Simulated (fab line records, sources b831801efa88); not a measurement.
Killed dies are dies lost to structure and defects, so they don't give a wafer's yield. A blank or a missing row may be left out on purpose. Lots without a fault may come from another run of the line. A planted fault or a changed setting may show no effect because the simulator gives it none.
fab line records | flow sky130
record lots=6 wafers=18 last_day=50
route steps=708 shown METAL3@532 CAPM@537 PAD_OPEN@708
lots that met no fault: from a run of the same line without faults
start_h: hours from the record's first day to the start of the lot's first wafer shown | wait_h: hours since the lot's step before | " the same as in the row above | L1.1+2: a row that stands for several wafers | - no value, or no start given | * or withheld: withheld | < > ~ a bound
route shown NAME@n: a module of which the file shows steps, and the number in the route of the first | usual: mean/standard deviation of fault-free wafers | same: alike in all rows | chamber/n: place in a boat | sites: the reading at each site | _std_site: their standard deviation | _edge_site: outer sites' mean less inner sites' | radius_mm: how far each site lies from the wafer's centre | mask NAME#n: copy n | behind: the tool/chamber that last shaped the wafer | hold: why the lot was held/for how many hours/how that ended | device: the transistor (n, p or np) that didn't switch | end of line: the same wafers' tests at the end of the route | a step without rows: its recipe alone | killed: dies lost to structure and defects at the first sort, not the wafer's yield | map: a wafer's dies, x killed, . not, _ none there
set.NAME: the setting as run; set.NAME@STEP: as run at that earlier step | model.NAME: the simulator's own value behind a step, which no gauge read
lots at some steps of the route; a table a step, a row a wafer
services: from which hour (start_h, from the record's first day; less than 0 if before it) a tool's chamber was out of use, for how many hours, and why
## steps
# step SKY_METAL3_SPUTTER_00
# recipe material=Ti target_thk_nm=15 power_w=3000 time_s=10 chamber_pressure_pa=0.4
# usual cathode_dc_power_W=3000.0/0.51 throttle_valve_pct=29.9/1.1
# columns lot.wafer tool chamber start_h wait_h cathode_dc_power_W throttle_valve_pct
L964.2 pvd_sputter-03 - 883.58 0.1 3000.2 29.5
L964.4 " - " " 3000.0 29.7
L964.5 " - " " 3000.4 29.5
L972.3 pvd_sputter-03 - 939.83 0.2 3000.3 27.7
L972.5 " - " " 3000.1 27.7
L972.6 " - " " 3000.1 29.8
L973.1 pvd_sputter-03 - 945.03 0.2 2999.4 29.5
L973.2 " - " " 3000.6 30.1
L973.3 " - " " 2999.7 29.6
L975.1 pvd_sputter-01 - 950.94 0.1 2999.6 29.7
L975.3 " - " " 3000.5 29.3
L975.6 " - " " 2999.3 29.1
L977.2 pvd_sputter-02 - 966.47 0.2 3000.2 30.2
L977.4 " - " " 3000.3 30.8
L977.6 " - " " 3000.5 30.5
L980.2 pvd_sputter-03 - 1009.30 0.1 3000.0 29.4
L980.3 " - " " 2999.2 30.1
L980.6 " - " " 2999.5 29.4
# step SKY_METAL3_SPUTTER_01
# recipe material=TiN target_thk_nm=20 power_w=6500 time_s=16.7 chamber_pressure_pa=0.4
# step SKY_METAL3_SPUTTER_02
# recipe material=AlCu target_thk_nm=735 power_w=10600 time_s=39.1 chamber_pressure_pa=0.4
# usual cathode_dc_power_W=10600/2 throttle_valve_pct=29.9/1.1
# columns lot.wafer tool chamber start_h wait_h cathode_dc_power_W throttle_valve_pct
L964.2 pvd_sputter-03 - 883.62 0.0 10598 29.6
L964.4 " - " " 10600 29.7
L964.5 " - " " 10602 29.4
L972.3 pvd_sputter-03 - 939.88 0.0 10599 27.7
L972.5 " - " " 10599 27.6
L972.6 " - " " 10600 29.8
L973.1 pvd_sputter-03 - 945.07 0.0 10601 29.4
L973.2 " - " " 10601 30.3
L973.3 " - " " 10598 29.8
L975.1 pvd_sputter-01 - 950.98 0.0 10599 29.7
L975.3 " - " " 10599 29.1
L975.6 " - " " 10597 29.0
L977.2 pvd_sputter-02 - 966.52 0.0 10600 30.3
L977.4 " - " " 10598 30.9
L977.6 " - " " 10600 30.6
L980.2 pvd_sputter-03 - 1009.35 0.0 10599 29.9
L980.3 " - " " 10600 30.2
L980.6 " - " " 10599 29.4
# step SKY_METAL3_SPUTTER_03
# recipe material=Ti target_thk_nm=5 power_w=3000 time_s=3.3 chamber_pressure_pa=0.4
# step SKY_METAL3_SPUTTER_04
# recipe material=TiN target_thk_nm=70 power_w=6500 time_s=58.3 chamber_pressure_pa=0.4
# usual cathode_dc_power_W=6500.1/1 throttle_valve_pct=29.9/1.1
# columns lot.wafer tool chamber start_h wait_h cathode_dc_power_W throttle_valve_pct
L964.2 pvd_sputter-03 - 883.68 0.0 6500.6 29.4
L964.4 " - " " 6500.5 29.7
L964.5 " - " " 6500.3 29.2
L972.3 pvd_sputter-03 - 939.94 0.0 6498.3 27.6
L972.5 " - " " 6500.8 27.6
L972.6 " - " " 6500.2 29.4
L973.1 pvd_sputter-03 - 945.13 0.0 6502.1 29.2
L973.2 " - " " 6498.0 30.2
L973.3 " - " " 6499.2 30.0
L975.1 pvd_sputter-01 - 951.04 0.0 6499.7 29.6
L975.3 " - " " 6499.7 29.0
L975.6 " - " " 6498.3 29.1
L977.2 pvd_sputter-02 - 966.57 0.0 6500.1 30.6
L977.4 " - " " 6499.9 30.9
L977.6 " - " " 6498.7 30.3
L980.2 pvd_sputter-03 - 1009.40 0.0 6499.4 29.6
L980.3 " - " " 6499.0 30.1
L980.6 " - " " 6499.9 29.1
# step SKY_CAPM_CVD_00
# recipe material=SiO2 target_thk_nm=15.5 temp_c=400 time_s=withheld rf_w=450
# usual heater_power_w=690/56 rf_fwd_power_W=441.3/2.9
# columns lot.wafer tool chamber start_h wait_h heater_power_w rf_fwd_power_W
L964.2 pecvd-03 0 883.73 0.0 663 440.6
L964.4 " 1 " " 674 445.4
L964.5 " 0 " " 691 438.0
L972.3 pecvd-01 1 940.00 0.0 776 442.2
L972.5 " 0 " " 632 438.5
L972.6 " 1 " " 772 440.7
L973.1 pecvd-01 1 945.18 0.0 750 440.0
L973.2 " 0 " " 652 439.7
L973.3 " 2 " " 666 441.2
L975.1 pecvd-02 0 951.09 0.0 758 445.7
L975.3 " 1 " " 665 443.8
L975.6 " 1 " " 658 444.0
L977.2 pecvd-02 1 966.62 0.0 654 446.1
L977.4 " 2 " " 742 441.2
L977.6 " 0 " " 784 443.4
L980.2 pecvd-03 1 1009.45 0.0 607 445.3
L980.3 " 2 " " 665 440.2
L980.6 " 0 " " 777 436.3
# step SKY_CAPM_THK_MEAS_01
# recipe reads=SiO2_of_CAPM_CVD_00
# usual CAPM_CVD_00_THK=15.57/0.25
# columns lot.wafer tool chamber start_h wait_h CAPM_CVD_00_THK[nm]
L964.2 film_metro-03 - 883.76 - 15.54
L964.4 " - " " 15.64
L964.5 " - " " 15.55
L972.3 film_metro-03 - 940.04 - 15.60
L972.5 " - " " 15.69
L972.6 " - " " 15.68
L973.1 film_metro-04 - 945.20 - 15.59
L973.2 " - " " 15.65
L973.3 " - " " 15.33
L975.1 film_metro-04 - 951.11 - 15.28
L975.3 " - " " 15.62
L975.6 " - " " 15.61
L977.2 film_metro-04 - 966.65 - 15.79
L977.4 " - " " 15.94
L977.6 " - " " 15.76
L980.2 film_metro-04 - 1009.49 - 15.47
L980.3 " - " " 15.48
L980.6 " - " " 15.50
# step SKY_CAPM_SPUTTER_02
# recipe material=TiN target_thk_nm=200 temp_c=300 power_w=6500 time_s=166.7 chamber_pressure_pa=0.4
# usual cathode_dc_power_W=6500.1/1.3 throttle_valve_pct=29.3/1.1
# columns lot.wafer tool chamber start_h wait_h cathode_dc_power_W throttle_valve_pct
L964.2 pvd_sputter-04 - 883.81 0.0 6500.3 29.6
L964.4 " - " " 6499.1 27.6
L964.5 " - " " 6500.9 30.0
L972.3 pvd_sputter-04 - 940.08 0.0 6499.5 29.8
L972.5 " - " " 6499.8 29.9
L972.6 " - " " 6499.7 29.2
L973.1 pvd_sputter-01 - 945.26 0.1 6500.5 31.0
L973.2 " - " " 6502.2 29.0
L973.3 " - " " 6497.5 29.3
L975.1 pvd_sputter-03 - 951.17 0.1 6500.8 28.0
L975.3 " - " " 6500.0 29.1
L975.6 " - " " 6500.5 29.7
L977.2 pvd_sputter-01 - 966.70 0.0 6500.1 29.4
L977.4 " - " " 6500.7 30.7
L977.6 " - " " 6500.3 31.2
L980.2 pvd_sputter-04 - 1009.54 0.0 6502.9 30.3
L980.3 " - " " 6501.3 27.5
L980.6 " - " " 6497.9 30.0
# step SKY_CAPM_RS_MEAS_03
# recipe thk_meas_gauge=four-point-probe reads=TiN_of_CAPM_SPUTTER_02
# usual CAPM_TIN_RS=6.89/0.094
# columns lot.wafer tool chamber start_h wait_h CAPM_TIN_RS[ohm/sq]
L964.2 film_metro-04 - 883.94 0.1 6.91
L964.4 " - " " 6.75
L964.5 " - " " 6.97
L972.3 film_metro-02 - 940.23 0.1 6.92
L972.5 " - " " 6.98
L972.6 " - " " 6.90
L973.1 film_metro-02 - 945.37 0.1 6.95
L973.2 " - " " 6.85
L973.3 " - " " 6.91
L975.1 film_metro-03 - 951.28 0.1 6.71
L975.3 " - " " 6.85
L975.6 " - " " 6.75
L977.2 film_metro-02 - 966.83 0.1 6.94
L977.4 " - " " 6.80
L977.6 " - " " 6.84
L980.2 film_metro-03 - 1009.66 0.1 6.98
L980.3 " - " " 6.78
L980.6 " - " " 6.97
# step SKY_CAPM_THK_MEAS_04
# recipe thk_meas_gauge=xrf reads=TiN_of_CAPM_SPUTTER_02
# usual CAPM_TIN_THK=203/3.1
# columns lot.wafer tool chamber start_h wait_h CAPM_TIN_THK[nm]
L964.2 film_metro-04 - 884.05 0.1 201
L964.4 " - " " 204
L964.5 " - " " 198
L972.3 film_metro-02 - 940.33 0.1 203
L972.5 " - " " 203
L972.6 " - " " 204
L973.1 film_metro-02 - 945.49 0.1 202
L973.2 " - " " 206
L973.3 " - " " 203
L975.1 film_metro-03 - 951.40 0.1 206
L975.3 " - " " 203
L975.6 " - " " 206
L977.2 film_metro-02 - 966.94 0.1 202
L977.4 " - " " 207
L977.6 " - " " 206
L980.2 film_metro-03 - 1009.77 0.1 200
L980.3 " - " " 206
L980.6 " - " " 201
# step SKY_CAPM_DEHYDRATE_05
# recipe temp_c=200 time_s=60
# step SKY_CAPM_HMDS_06
# recipe prime_time_s=60 prime_temp_c=120
# step SKY_CAPM_COAT_07
# recipe resist=NOVOLAK spin_rpm=3000 resist_thk_nm=1140
# usual spin_speed_rpm=3000.3/2.1
# columns lot.wafer tool chamber start_h wait_h spin_speed_rpm model.NOVOLAK_of_CAPM_COAT_07.thk_nm
L964.2 litho_track-01 0 896.34 0.1 2999.4 1132
L964.4 " 0 " " 2999.8 1137
L964.5 " 0 " " 2999.2 1137
L972.3 litho_track-01 0 952.17 0.1 2999.2 1137
L972.5 " 0 " " 3002.6 1139
L972.6 " 0 " " 2998.1 1138
L973.1 litho_track-01 0 957.32 0.1 3086.5 1120
L973.2 " 0 " " 3082.2 1121
L973.3 " 0 " " 3081.8 1125
L975.1 litho_track-01 0 963.02 0.1 3084.7 1124
L975.3 " 0 " " 3085.6 1126
L975.6 " 0 " " 3078.0 1124
L977.2 litho_track-02 0 978.34 0.1 3003.9 1142
L977.4 " 0 " " 3002.1 1138
L977.6 " 0 " " 3001.3 1140
L980.2 litho_track-04 0 1020.69 0.1 3001.5 1143
L980.3 " 0 " " 3001.2 1145
L980.6 " 0 " " 3000.8 1143
# step SKY_CAPM_SOFTBAKE_08
# recipe temp_c=90 time_s=60 resist=NOVOLAK
# step SKY_CAPM_EXPOSE_09
# recipe mask_id=CAPM na=0.6 source_shape=conventional sigma_outer=0.6 polarization=unpolarized target_cd_nm=1000 dose_mj=159
# step SKY_CAPM_PEB_10
# recipe temp_c=withheld time_s=* resist=NOVOLAK
# step SKY_CAPM_DEVELOP_11
# recipe resist=NOVOLAK developer=TMAH develop_time_s=60 dev_temp_c=23
# step SKY_CAPM_OVL_MEAS_12
# usual CAPM_OVL=0.7/1.2
# columns lot.wafer tool chamber start_h wait_h CAPM_OVL[nm]
L964.2 overlay-01 - 909.02 0.1 2.1
L964.4 " - " " 0.4
L964.5 " - " " 0.7
L972.3 overlay-01 - 964.57 0.1 0.6
L972.5 " - " " 1.9
L972.6 " - " " 1.4
L973.1 overlay-01 - 969.06 0.1 1.4
L973.2 " - " " 0.0
L973.3 " - " " 0.3
L975.1 overlay-01 - 975.11 0.1 1.0
L975.3 " - " " 1.2
L975.6 " - " " 1.4
L977.2 overlay-01 - 990.13 0.1 -3.8
L977.4 " - " " 0.1
L977.6 " - " " -0.6
L980.2 overlay-01 - 1032.63 0.1 -0.5
L980.3 " - " " 0.9
L980.6 " - " " 1.2
# step SKY_CAPM_METAL_ETCH_13
# recipe target_depth_nm=220 stop_on=SiO2 chemistry=Cl2/BCl3 target=TiN pressure_mtorr=10 icp_w=900 bias_w=48.5 Cl2_flow_sccm=60 bcl3_flow_sccm=30 time_s=62.9
# usual chamber_pressure_mTorr=10.000/0.0094 drypump_motor_current_A=5.80/0.29 oes_product_au=0.943/0.0089 rf_fwd_power_W=894/4.1 throttle_valve_pct=21.900/0.0096
# columns lot.wafer tool chamber start_h wait_h chamber_pressure_mTorr drypump_motor_current_A oes_product_au rf_fwd_power_W rf_hours_counter_h throttle_valve_pct model.NOVOLAK_of_CAPM_COAT_07.thk_nm
L964.2 rie_metal-03 0 909.05 0.0 9.999 5.38 0.927 889 16 21.901 982.1
L964.4 " 1 " " 9.994 5.77 0.951 897 - 21.876 987.3
L964.5 " 1 " " 9.995 5.77 0.944 895 - 21.891 987.3
L972.3 rie_metal-04 0 964.62 0.0 10.006 6.17 0.931 898 - 21.901 994.5
L972.5 " 0 " " 9.983 6.18 0.929 897 - 21.900 995.7
L972.6 " 1 " " 10.001 5.53 0.946 897 - 21.896 993
L973.1 rie_metal-03 1 969.10 0.0 10.012 5.75 0.943 897 1 21.899 976.4
L973.2 " 0 " " 9.990 5.36 0.944 887 19 21.914 975
L973.3 " 1 " " 9.993 5.75 0.942 895 - 21.903 982.3
L975.1 rie_metal-04 0 975.15 0.0 10.013 6.16 0.960 889 16 21.894 979.6
L975.3 " 1 " " 9.996 5.53 0.947 900 - 21.896 982.1
L975.6 " 0 " " 9.986 6.18 0.956 891 - 21.893 981
L977.2 rie_metal-03 1 990.18 0.0 9.994 5.79 0.932 894 - 21.899 999.4
L977.4 " 1 " " 10.006 5.75 0.954 897 - 21.907 995.7
L977.6 " 1 " " 10.006 5.76 0.941 897 - 21.908 996.7
L980.2 rie_metal-04 1 1032.66 0.0 10.011 5.57 0.935 902 16 21.912 995.3
L980.3 " 1 " " 10.011 5.55 0.955 897 - 21.894 997.3
L980.6 " 0 " " 9.993 6.17 0.942 893 - 21.908 999.5
# step SKY_CAPM_STRIP_14
# recipe chemistry=O2/N2 power_w=1400 pressure_mtorr=1500 platen_temp_c=withheld o2_flow_sccm=3000 n2_flow_sccm=300 overash_fraction=0.5
# usual chamber_pressure_mTorr=1499.9/1.4 drypump_motor_current_A=5.7/0.5 oes_product_au=0.711/0.0051 strip_time_to_endpoint_s=12.66/0.051
# columns lot.wafer tool chamber start_h wait_h chamber_pressure_mTorr drypump_motor_current_A oes_product_au rf_hours_counter_h strip_time_to_endpoint_s
L964.2 plasma_asher-02 0 909.13 0.1 1500.3 5.7 0.709 17 12.53
L964.4 " 0 " " 1499.7 5.7 0.705 - 12.58
L964.5 " 0 " " 1498.6 5.7 0.703 - 12.57
L972.3 plasma_asher-01 1 964.71 0.1 1500.3 5.0 0.708 - 12.68
L972.5 " 0 " " 1499.5 5.6 0.709 - 12.67
L972.6 " 1 " " 1497.9 5.0 0.715 - 12.64
L973.1 plasma_asher-04 1 969.18 0.1 1502.1 5.4 0.712 115 12.47
L973.2 " 0 " " 1498.4 6.6 0.719 115 12.43
L973.3 " 1 " " 1501.5 5.4 0.716 - 12.53
L975.1 plasma_asher-04 1 975.23 0.1 1502.8 5.4 0.711 115 12.49
L975.3 " 1 " " 1501.7 5.4 0.714 - 12.54
L975.6 " 0 " " 1501.2 6.6 0.709 - 12.52
L977.2 plasma_asher-02 1 990.31 0.1 1499.8 5.8 0.712 26 12.74
L977.4 " 1 " " 1499.0 5.8 0.714 - 12.67
L977.6 " 1 " " 1501.6 5.8 0.715 - 12.69
L980.2 plasma_asher-01 0 1032.73 0.1 1498.9 5.7 0.705 60 12.69
L980.3 " 1 " " 1498.5 5.0 0.710 - 12.71
L980.6 " 1 " " 1497.0 5.0 0.707 - 12.72
# step SKY_CAPM_STRIP_15
# recipe chemistry=post_etch_residue_remover time_s=1200 temp_c=72.5
# step SKY_PAD_OPEN_PROBE_99
# usual defect_limited_yield=82.5/1.9 killed_at_M0_to_M3=43/6.6 killed_at_M4_up=3.0/1.8 killed_at_contacts=24/5.1 killed_at_front_end=16/4.5 killed_at_other=0.3/0.67 killed_dies=86/9.3 killed_open=47/6.9 killed_short=39/6.6 sort_bin_3_pad_short=0.9/0.41 sort_bin_5_function=10.4/1.4 sort_bin_6_memory=6.2/1.1 sort_n_pass=406/9.3 sort_yield_pct=82.5/1.9
# same gross_dies=492 killed_at_back_side=0 sort_bin_4_leakage[%]=0 sort_bin_8_speed[%]=0
# columns lot.wafer tool chamber start_h wait_h defect_limited_yield[%] killed_at_M0_to_M3 killed_at_M4_up killed_at_contacts killed_at_front_end killed_at_other killed_dies killed_open killed_short sort_bin_3_pad_short[%] sort_bin_5_function[%] sort_bin_6_memory[%] sort_n_pass sort_yield_pct[%]
L964.2 prober-02 - 1103.67 0.1 85.0 37 5 24 8 0 74 40 34 0.4 9.6 5.1 418 85.0
L964.4 prober-02 - 1103.77 0.2 81.1 45 4 20 22 2 93 51 40 1.6 9.3 7.9 399 81.1
L964.5 prober-02 - 1103.82 0.2 82.5 42 4 20 18 2 86 52 29 1.2 9.1 7.1 406 82.5
L972.3 prober-02 - 1147.99 0.2 82.7 44 1 33 7 0 85 49 36 1.4 10.4 5.5 407 82.7
L972.5 prober-02 - 1148.09 0.2 82.5 44 1 28 13 0 86 48 38 0.8 9.1 7.5 406 82.5
L972.6 prober-02 - 1148.14 0.2 82.5 49 2 20 15 0 86 54 32 0.8 11.4 5.3 406 82.5
L973.1 prober-01 - 1149.39 0.1 81.9 45 3 22 19 0 89 44 45 0.4 9.3 8.3 403 81.9
L973.2 prober-01 - 1149.44 0.1 83.1 41 0 21 21 0 83 42 41 0.4 10.0 6.5 409 83.1
L973.3 prober-01 - 1149.49 0.2 82.1 42 4 30 12 0 88 57 31 1.0 11.0 5.9 404 82.1
L975.1 prober-01 - 1155.38 0.1 79.5 45 4 34 17 1 101 56 45 0.6 12.0 7.9 391 79.5
L975.3 prober-01 - 1155.48 0.2 79.7 49 1 27 22 1 100 54 46 1.4 12.6 6.3 392 79.7
L975.6 prober-01 - 1155.63 0.2 78.7 50 2 35 17 1 105 54 51 1.0 13.0 7.3 387 78.7
L977.2 prober-01 - 1167.09 0.1 84.1 36 1 17 23 1 78 43 34 0.6 9.6 5.7 414 84.1
L977.4 prober-01 - 1167.19 0.2 79.7 38 3 33 26 0 100 51 48 1.0 12.0 7.3 392 79.7
L977.6 prober-01 - 1167.29 0.2 81.1 49 3 14 25 2 93 50 40 0.4 12.8 5.7 399 81.1
# killed by level:class
L964.2 VIA1:geometric_particle:open=9 LOCAL_INTERCONNECT:geometric_particle:short=8 LI_CONTACT:geometric_particle:open=6 VIA2:geometric_particle:open=6 CONTACT:geometric_particle:open=5 METAL3:geometric_particle:short=5 VIA2:geometric_particle:short=4 VIA3:geometric_particle:open=4
L964.4 VIA1:geometric_particle:open=11 CONTACT:geometric_particle:open=9 METAL2:geometric_particle:short=9 POLY_GATE:geometric_particle:open=8 VIA2:geometric_particle:open=8 POLY_GATE:geometric_particle:short=7 FIELD_ISO:geometric_particle:open=5 CONTACT:geometric_particle:short=5
L964.5 CONTACT:geometric_particle:open=9 VIA1:geometric_particle:open=8 VIA2:geometric_particle:open=8 FIELD_ISO:geometric_particle:open=6 METAL1:geometric_particle:short=6 VIA3:geometric_particle:open=6 POLY_GATE:geometric_particle:short=5 POLY_GATE:geometric_particle:open=4
L972.3 CONTACT:geometric_particle:open=18 VIA1:geometric_particle:open=15 METAL2:geometric_particle:short=6 LOCAL_INTERCONNECT:geometric_particle:short=5 CONTACT:geometric_particle:short=5 VIA2:geometric_particle:short=5 LI_CONTACT:geometric_particle:open=4 VIA2:geometric_particle:open=4
L972.5 VIA1:geometric_particle:open=12 CONTACT:geometric_particle:open=11 METAL1:geometric_particle:short=9 VIA3:geometric_particle:open=8 LI_CONTACT:geometric_particle:open=7 FIELD_ISO:geometric_particle:open=5 LI_CONTACT:geometric_particle:short=5 CONTACT:geometric_particle:short=5
L972.6 VIA1:geometric_particle:open=10 CONTACT:geometric_particle:open=9 VIA3:geometric_particle:open=9 VIA1:geometric_particle:short=6 LI_CONTACT:geometric_particle:open=5 METAL2:geometric_particle:short=5 VIA2:geometric_particle:open=5 FIELD_ISO:geometric_particle:open=3
L973.1 CONTACT:geometric_particle:open=8 VIA3:geometric_particle:open=8 FIELD_ISO:geometric_particle:short=7 VIA2:geometric_particle:short=7 VIA1:geometric_particle:open=6 METAL2:geometric_particle:short=6 LI_CONTACT:geometric_particle:open=5 FIELD_ISO:geometric_particle:open=4
L973.2 VIA2:geometric_particle:open=9 FIELD_ISO:geometric_particle:short=7 VIA1:geometric_particle:open=7 CONTACT:geometric_particle:open=6 VIA3:geometric_particle:open=6 CONTACT:geometric_particle:short=5 METAL2:geometric_particle:short=5 POLY_GATE:geometric_particle:short=4
L973.3 VIA1:geometric_particle:open=13 LI_CONTACT:geometric_particle:open=12 CONTACT:geometric_particle:open=10 VIA2:geometric_particle:open=6 VIA3:geometric_particle:open=6 CONTACT:geometric_particle:short=5 METAL1:geometric_particle:short=4 FIELD_ISO:geometric_particle:open=3
L975.1 CONTACT:geometric_particle:open=10 LI_CONTACT:geometric_particle:open=9 VIA1:geometric_particle:open=8 CONTACT:geometric_particle:short=7 VIA1:geometric_particle:short=6 VIA3:geometric_particle:open=6 POLY_GATE:geometric_particle:short=5 LOCAL_INTERCONNECT:geometric_particle:short=5
L975.3 VIA2:geometric_particle:open=9 FIELD_ISO:geometric_particle:short=8 CONTACT:geometric_particle:open=8 VIA1:geometric_particle:open=8 VIA3:geometric_particle:open=8 FIELD_ISO:geometric_particle:open=7 LI_CONTACT:geometric_particle:open=6 VIA1:geometric_particle:short=6
L975.6 CONTACT:geometric_particle:open=16 LI_CONTACT:geometric_particle:open=9 METAL1:geometric_particle:short=9 VIA3:geometric_particle:open=9 VIA1:geometric_particle:open=7 LOCAL_INTERCONNECT:geometric_particle:short=6 VIA2:geometric_particle:open=6 METAL2:geometric_particle:short=5
L977.2 VIA1:geometric_particle:open=10 LI_CONTACT:geometric_particle:open=6 VIA2:geometric_particle:short=6 FIELD_ISO:geometric_particle:open=4 POLY_GATE:geometric_particle:short=4 POLY_GATE:geometric_particle:open=4 VIA3:geometric_particle:open=4 METAL1:geometric_particle:short=4
L977.4 VIA1:geometric_particle:open=11 POLY_GATE:geometric_particle:open=10 CONTACT:geometric_particle:open=9 LOCAL_INTERCONNECT:geometric_particle:short=8 LI_CONTACT:geometric_particle:open=6 POLY_GATE:geometric_particle:short=5 LI_CONTACT:geometric_particle:short=5 VIA2:geometric_particle:open=5
L977.6 VIA1:geometric_particle:open=14 FIELD_ISO:geometric_particle:short=7 VIA3:geometric_particle:open=7 FIELD_ISO:geometric_particle:open=6 VIA1:geometric_particle:short=6 VIA2:geometric_particle:open=5 POLY_GATE:geometric_particle:short=4 POLY_GATE:geometric_particle:open=4
## services
# columns tool chamber start_h hours kind
pvd_sputter-01 - 880.90 1.8 repair
pvd_sputter-04 - 885.90 6.6 repair
pecvd-01 1 889.44 13.9 repair
pvd_sputter-01 - 893.30 2.2 repair
pvd_sputter-02 - 897.00 0.5 repair
plasma_asher-04 - 903.55 5.6 repair
pecvd-02 - 910.11 1.3 repair
pvd_sputter-02 3 915.11 - consumable_replace:kit
pvd_sputter-02 3 915.11 18.0 scheduled_down
pecvd-01 - 916.52 2.8 pm
pvd_sputter-02 - 935.76 6.9 repair
pecvd-01 2 939.93 4.3 repair
pvd_sputter-02 - 952.41 2.5 repair
rie_metal-03 - 960.53 1.6 repair
pvd_sputter-04 - 964.62 3.7 repair
rie_metal-04 - 981.72 2.8 pm
plasma_asher-04 - 983.88 2.8 pm
rie_metal-03 0 986.94 14.2 repair
rie_metal-04 0 990.01 12.4 repair
pvd_sputter-03 1 993.91 - consumable_replace:kit
pvd_sputter-03 1 993.91 18.0 scheduled_down
pvd_sputter-03 1 993.91 18.0 vent_cycle
pvd_sputter-04 - 1014.41 4.7 repair
pvd_sputter-01 - 1029.06 4.6 repair
## key
first_sign step=SKY_CAPM_COAT_07 reading=spin_speed_rpm direction=up sigmas=39 usual=3000.3 struck=3083.1
effect step=SKY_CAPM_STRIP_14 reading=strip_time_to_endpoint_s direction=down sigmas=3.2 usual=* struck=*
model_effect step=SKY_CAPM_COAT_07 value=NOVOLAK_of_CAPM_COAT_07.thk_nm without=1139 struck=1123
model_effect step=SKY_CAPM_METAL_ETCH_13 value=NOVOLAK_of_CAPM_COAT_07.thk_nm without=994.7 struck=979.4
met_at SKY_CAPM_COAT_07
struck_wafers L973.1,L973.2,L973.3,L975.1,L975.3,L975.6
onset_between 952.17 957.32
fault kind=process_parameter_drift tool=litho_track-01 chamber=- onset_h=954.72 steps=SKY_CAPM_COAT_07 channel=spin_rpm offset=82.213 shape=step end_h=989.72 acts_in=these_recipes_only stated=3000
